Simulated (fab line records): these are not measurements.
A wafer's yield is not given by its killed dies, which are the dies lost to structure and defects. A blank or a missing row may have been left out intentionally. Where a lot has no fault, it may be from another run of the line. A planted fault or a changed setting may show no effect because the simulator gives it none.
fab line records	flow gf180mcu
record lots=13	wafers=39	last-day=34
route steps=602 shown VT_IMPLANT@135 POLY_GATE@168 HV_LDD@185
lots that met no fault: taken from a fault-free run of the same line
start-h: hours from the record's first day to the start of the lot's first wafer shown	wait-h: time in hours since the lot's previous step	" unchanged from the row above	L1.1+2: a row that stands for several wafers	- no value, or no start was given	* or withheld: withheld	< > ~ a bound
route shown NAME@n: a module of which the file shows steps, and the number in the route of the first	usual: the fault-free wafers' mean and standard deviation	same: alike in all rows	chamber/n: place in a boat	sites: readings site by site	_std_site: standard deviation across them	_edge_site: inner sites' mean taken away from outer sites' mean	radius-mm: how far each site lies from the wafer's centre	mask NAME#n: copy n	behind: the last tool/chamber to shape the wafer	hold: cause of the lot's hold/its duration in hours/its outcome	device: transistor that didn't switch, given as n, p or np	end of line: tests run on the same wafers once the route is complete	step lacking rows: just its recipe	killed: dies lost to structure and defects at the first sort, not the wafer's yield	map: shows each die of a wafer: x if killed, . if not, _ if none is there
set.NAME: the setting that was run; set.NAME@STEP: the one run at that earlier step	model.NAME: the simulator's own value behind a step, which no gauge read
route steps across a sampled set of lots; one table per step, one row per wafer
services: a tool's chamber out of use, with start hour (start-h, from the record's first day; less than 0 if before it), hours out, and reason
## steps
# step GF_VT_IMPLANT_RTA_45
# recipe temp-c=1050	time-s=30	ambient=N2
# usual lamp-power-pct=34/3.6	wafer_temp_C_max=1055.2/1.1
lot.wafer	tool	chamber	start-h	wait-h	lamp-power-pct	wafer_temp_C_max
L295.1	rtp-anneal-01	0	164.20	0.0	30	1056.5
L295.4	"	0	"	"	30	1056.0
L295.5	"	0	"	"	30	1057.2
L296.1	rtp-anneal-01	0	176.11	0.0	30	1056.6
L296.4	"	0	"	"	30	1056.9
L296.5	"	0	"	"	30	1056.1
L299.3	rtp-anneal-02	0	190.34	0.0	37	1054.7
L299.5	"	0	"	"	37	1057.1
L299.6	"	0	"	"	37	1055.0
L300.2	rtp-anneal-01	0	197.22	0.0	30	1053.9
L300.3	"	0	"	"	30	1055.9
L300.5	"	0	"	"	30	1055.8
L301.3	rtp-anneal-02	0	209.33	0.0	37	1054.7
L301.5	"	0	"	"	37	1055.4
L301.6	"	0	"	"	37	1055.4
L303.1	rtp-anneal-01	0	218.60	0.0	30	1055.8
L303.2	"	0	"	"	30	1056.2
L303.4	"	0	"	"	30	1056.7
L304.2	rtp-anneal-02	0	225.12	0.0	37	1055.3
L304.3	"	0	"	"	37	1055.4
L304.4	"	0	"	"	37	1056.9
L305.1	rtp-anneal-01	0	236.20	0.0	30	1055.3
L305.3	"	0	"	"	30	1055.4
L305.5	"	0	"	"	30	1055.9
L306.1	rtp-anneal-01	0	239.70	0.0	30	1056.0
L306.2	"	0	"	"	30	1056.0
L306.5	"	0	"	"	30	1055.9
L314.2	rtp-anneal-01	0	289.07	0.0	30	1053.0
L314.3	"	0	"	"	30	1055.4
L314.5	"	0	"	"	30	1054.6
L315.2	rtp-anneal-02	0	302.43	0.0	37	1054.0
L315.3	"	0	"	"	37	1053.8
L315.5	"	0	"	"	37	1053.7
L316.3	rtp-anneal-02	0	308.74	0.0	37	1055.2
L316.5	"	0	"	"	37	1054.8
L316.6	"	0	"	"	37	1056.1
L317.1	rtp-anneal-01	0	311.60	0.0	30	1058.1
L317.2	"	0	"	"	30	1055.5
L317.6	"	0	"	"	30	1054.7
# step GF_POLY_GATE_OVL_MEAS_11
# usual POLY_GATE_OVL=-4/5.8
lot.wafer	tool	chamber	start-h	wait-h	POLY_GATE_OVL[nm]
L295.1	overlay-01	-	204.82	0.1	0
L295.4	"	-	"	"	0
L295.5	"	-	"	"	7
L296.1	overlay-01	-	213.98	0.1	2
L296.4	"	-	"	"	9
L296.5	"	-	"	"	2
L299.3	overlay-01	-	232.33	0.1	-12
L299.5	"	-	"	"	-10
L299.6	"	-	"	"	-12
L300.2	overlay-01	-	240.23	0.1	-5
L300.3	"	-	"	"	-6
L300.5	"	-	"	"	-7
L301.3	overlay-01	-	249.98	0.1	-8
L301.5	"	-	"	"	-10
L301.6	"	-	"	"	-9
L303.1	overlay-01	-	261.77	0.1	-7
L303.2	"	-	"	"	0
L303.4	"	-	"	"	-7
L304.2	overlay-01	-	268.38	0.1	-7
L304.3	"	-	"	"	-14
L304.4	"	-	"	"	-15
L305.1	overlay-01	-	280.97	0.1	-5
L305.3	"	-	"	"	-7
L305.5	"	-	"	"	-2
L306.1	overlay-01	-	283.62	0.1	-7
L306.2	"	-	"	"	-9
L306.5	"	-	"	"	-10
L314.2	overlay-01	-	336.77	0.1	-5
L314.3	"	-	"	"	-8
L314.5	"	-	"	"	-7
L315.2	overlay-02	-	351.72	0.1	1
L315.3	"	-	"	"	1
L315.5	"	-	"	"	-7
L316.3	overlay-01	-	355.73	0.1	2
L316.5	"	-	"	"	-1
L316.6	"	-	"	"	-2
L317.1	overlay-02	-	362.92	0.1	-7
L317.2	"	-	"	"	-7
L317.6	"	-	"	"	-7
# step GF_HV_LDD_IMPLANT_09
# recipe species=As	energy-kev=40	dose-cm2=1e+14	tilt-deg=7
# usual beam-energy-keV=40.001/0.011	dose-ions-cm2=1.0001e+14/1.2e+11	faraday-current-uA=565/10
lot.wafer	tool	chamber	start-h	wait-h	beam-energy-keV	dose-ions-cm2	faraday-current-uA
L295.1	implanter-03	0	225.31	0.0	39.994	9.997e+13	560
L295.4	"	0	"	"	40.011	9.995e+13	553
L295.5	"	0	"	"	40.001	1.001e+14	568
L296.1	implanter-03	0	235.26	0.0	40.010	1.0014e+14	576
L296.4	"	0	"	"	40.000	9.986e+13	574
L296.5	"	0	"	"	40.007	1.0005e+14	582
L299.3	implanter-03	0	252.76	0.1	40.001	9.994e+13	568
L299.5	"	0	"	"	40.003	9.999e+13	557
L299.6	"	0	"	"	39.994	1.0013e+14	573
L300.2	implanter-03	0	261.53	0.0	39.991	1.0009e+14	543
L300.3	"	0	"	"	40.005	1.0009e+14	593
L300.5	"	0	"	"	39.991	9.997e+13	571
L301.3	implanter-03	0	270.77	0.1	39.991	1.001e+14	547
L301.5	"	0	"	"	39.993	1.0011e+14	580
L301.6	"	0	"	"	39.994	1.0002e+14	574
L303.1	implanter-03	0	283.36	0.0	40.006	1.0012e+14	568
L303.2	"	0	"	"	40.018	1.0022e+14	553
L303.4	"	0	"	"	39.995	9.993e+13	582
L304.2	implanter-04	0	290.09	0.0	39.991	1.0013e+14	560
L304.3	"	0	"	"	40.026	9.988e+13	560
L304.4	"	0	"	"	40.010	9.986e+13	563
L305.1	implanter-02	0	303.81	0.0	40.000	1.0003e+14	554
L305.3	"	0	"	"	40.015	1.0001e+14	563
L305.5	"	0	"	"	40.000	9.997e+13	576
L306.1	implanter-02	0	305.71	0.0	40.009	9.997e+13	552
L306.2	"	0	"	"	40.008	9.996e+13	590
L306.5	"	0	"	"	40.007	1.0021e+14	558
L314.2	implanter-04	0	360.09	0.0	39.996	9.996e+13	560
L314.3	"	0	"	"	40.010	1.001e+14	569
L314.5	"	0	"	"	39.996	1.0013e+14	551
L315.2	implanter-03	0	375.44	0.0	39.990	8.97e+13	520
L315.3	"	0	"	"	40.001	8.983e+13	507
L315.5	"	0	"	"	39.991	8.977e+13	504
L316.3	implanter-03	0	379.80	0.1	40.014	8.991e+13	510
L316.5	"	0	"	"	40.007	8.98e+13	509
L316.6	"	0	"	"	40.012	8.979e+13	502
L317.1	implanter-03	0	387.36	0.0	40.024	8.97e+13	507
L317.2	"	0	"	"	39.981	8.962e+13	499
L317.6	"	0	"	"	39.990	8.977e+13	510
# step GF_HV_LDD_TW_MEAS_11
# usual HV_LDD_TW=2386/23
lot.wafer	tool	chamber	start-h	wait-h	HV_LDD_TW
L295.1	film-metro-02	-	225.56	0.1	2408
L295.4	"	-	"	"	2402
L295.5	"	-	"	"	2410
L296.1	film-metro-02	-	235.51	0.1	2408
L296.4	"	-	"	"	2418
L296.5	"	-	"	"	2399
L299.3	film-metro-04	-	252.98	0.1	2374
L299.5	"	-	"	"	2378
L299.6	"	-	"	"	2363
L300.2	film-metro-01	-	261.77	0.1	2407
L300.3	"	-	"	"	2413
L300.5	"	-	"	"	2416
L301.3	film-metro-02	-	270.99	0.1	2395
L301.5	"	-	"	"	2401
L301.6	"	-	"	"	2390
L303.1	film-metro-04	-	283.61	0.1	2354
L303.2	"	-	"	"	2365
L303.4	"	-	"	"	2370
L304.2	film-metro-01	-	290.33	0.1	2409
L304.3	"	-	"	"	2409
L304.4	"	-	"	"	2416
L305.1	film-metro-04	-	304.07	0.1	2355
L305.3	"	-	"	"	2350
L305.5	"	-	"	"	2351
L306.1	film-metro-02	-	305.98	0.1	2402
L306.2	"	-	"	"	2411
L306.5	"	-	"	"	2410
L314.2	film-metro-04	-	360.32	0.1	2393
L314.3	"	-	"	"	2377
L314.5	"	-	"	"	2382
L315.2	film-metro-04	-	375.67	0.1	2324
L315.3	"	-	"	"	2317
L315.5	"	-	"	"	2312
L316.3	film-metro-01	-	380.02	0.1	2338
L316.5	"	-	"	"	2362
L316.6	"	-	"	"	2346
L317.1	film-metro-04	-	387.61	0.1	2296
L317.2	"	-	"	"	2283
L317.6	"	-	"	"	2292
# step GF_HV_LDD_CD_MEAS_19
# recipe target-cd-nm=400
# usual cd-nm=400.4/2.6
lot.wafer	tool	chamber	start-h	wait-h	cd-nm
L295.1	cd-sem-02	-	243.76	0.1	398.3
L295.4	"	-	"	"	403.0
L295.5	"	-	"	"	398.2
L296.1	cd-sem-02	-	254.20	0.1	398.7
L296.4	"	-	"	"	398.5
L296.5	"	-	"	"	399.4
L299.3	cd-sem-01	-	272.29	0.1	399.5
L299.5	"	-	"	"	403.2
L299.6	"	-	"	"	399.9
L300.2	cd-sem-01	-	281.07	0.1	396.2
L300.3	"	-	"	"	395.4
L300.5	"	-	"	"	397.4
L301.3	cd-sem-02	-	290.60	0.1	400.7
L301.5	"	-	"	"	398.8
L301.6	"	-	"	"	400.7
L303.1	cd-sem-01	-	303.60	0.1	402.0
L303.2	"	-	"	"	400.9
L303.4	"	-	"	"	400.6
L304.2	cd-sem-01	-	309.97	0.1	399.1
L304.3	"	-	"	"	400.3
L304.4	"	-	"	"	399.0
L305.1	cd-sem-02	-	324.50	0.1	396.0
L305.3	"	-	"	"	395.2
L305.5	"	-	"	"	395.4
L306.1	cd-sem-01	-	326.59	0.2	402.5
L306.2	"	-	"	"	401.2
L306.5	"	-	"	"	402.2
L314.2	cd-sem-01	-	383.18	0.1	400.0
L314.3	"	-	"	"	399.9
L314.5	"	-	"	"	398.5
L315.2	cd-sem-01	-	398.32	0.1	400.4
L315.3	"	-	"	"	400.2
L315.5	"	-	"	"	404.3
L316.3	cd-sem-01	-	403.64	0.1	403.7
L316.5	"	-	"	"	403.5
L316.6	"	-	"	"	406.2
L317.1	cd-sem-02	-	410.66	0.1	396.9
L317.2	"	-	"	"	398.2
L317.6	"	-	"	"	397.2
# step GF_HV_LDD_RS_MEAS_53
# recipe thk-meas-gauge=four-point-probe
# usual HV_LDD_RS=419.3/0.94
lot.wafer	tool	chamber	start-h	wait-h	HV_LDD_RS[ohm/sq]
L295.1	film-metro-01	-	284.08	0.1	419.1
L295.4	"	-	"	"	419.4
L295.5	"	-	"	"	419.2
L296.1	film-metro-04	-	294.48	0.1	419.7
L296.4	"	-	"	"	418.3
L296.5	"	-	"	"	419.3
L299.3	film-metro-02	-	313.48	0.1	419.6
L299.5	"	-	"	"	418.6
L299.6	"	-	"	"	419.3
L300.2	film-metro-01	-	322.96	0.1	419.9
L300.3	"	-	"	"	418.6
L300.5	"	-	"	"	417.7
L301.3	film-metro-04	-	332.77	0.1	418.4
L301.5	"	-	"	"	418.4
L301.6	"	-	"	"	419.2
L303.1	film-metro-04	-	346.14	0.1	418.2
L303.2	"	-	"	"	418.4
L303.4	"	-	"	"	419.0
L304.2	film-metro-02	-	353.52	0.1	420.1
L304.3	"	-	"	"	419.3
L304.4	"	-	"	"	419.9
L305.1	film-metro-04	-	368.18	0.1	419.9
L305.3	"	-	"	"	420.4
L305.5	"	-	"	"	419.7
L306.1	film-metro-01	-	371.71	0.1	419.0
L306.2	"	-	"	"	419.7
L306.5	"	-	"	"	420.5
L314.2	film-metro-01	-	431.85	0.1	419.3
L314.3	"	-	"	"	420.1
L314.5	"	-	"	"	420.7
L315.2	film-metro-01	-	448.05	0.1	439.2
L315.3	"	-	"	"	438.4
L315.5	"	-	"	"	438.5
L316.3	film-metro-01	-	454.17	0.1	438.9
L316.5	"	-	"	"	439.2
L316.6	"	-	"	"	438.4
L317.1	film-metro-04	-	461.34	0.1	438.8
L317.2	"	-	"	"	439.7
L317.6	"	-	"	"	438.1
## services
tool	chamber	start-h	hours	kind
implanter-03	-	181.64	20.3	pm
implanter-04	-	203.15	5.5	pm
implanter-03	-	231.87	1.1	repair
implanter-04	-	247.29	6.3	pm
implanter-02	-	296.39	3.3	repair
implanter-03	-	325.69	3.1	repair
implanter-04	-	337.61	1.8	repair
implanter-03	-	347.02	2.0	pm
implanter-02	-	350.41	3.9	pm
## key
first-sign step=GF_HV_LDD_IMPLANT_09	reading=dose-ions-cm2	direction=down	sigmas=86	usual=1.0001e+14	struck=8.977e+13
effect step=GF_HV_LDD_IMPLANT_09	reading=faraday-current-uA	direction=down	sigmas=5.5	usual=565	struck=508
effect step=GF_HV_LDD_TW_MEAS_11	reading=HV_LDD_TW	direction=down	sigmas=2.9	usual=2386	struck=2319
effect step=GF_HV_LDD_RS_MEAS_53	reading=HV_LDD_RS	direction=up	sigmas=21	usual=419.3	struck=438.8
met-at GF_HV_LDD_IMPLANT_09
struck-lots L315,L316,L317
tester-left-out L315,L316,L317
not-acting-at GF_VT_IMPLANT_RTA_45,GF_POLY_GATE_OVL_MEAS_11,GF_HV_LDD_CD_MEAS_19
onset-between 283.36 375.44
fault kind=process-parameter-drift	tool=implanter-03	chamber=-	onset-h=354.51	steps=GF_HV_LDD_IMPLANT_09	channel=dose-cm2	offset=-1.0125e+13	shape=step	end-h=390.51	acts-in=these-recipes-only	stated=1e+14
# tester-left-out: of these lots the tester's yield and bins aren't shown, on N5 and GAA mostly nor the transistor test; their killed dies are dies lost to structure and defects alone, not to doping, threshold or leakage, so they don't give the yield
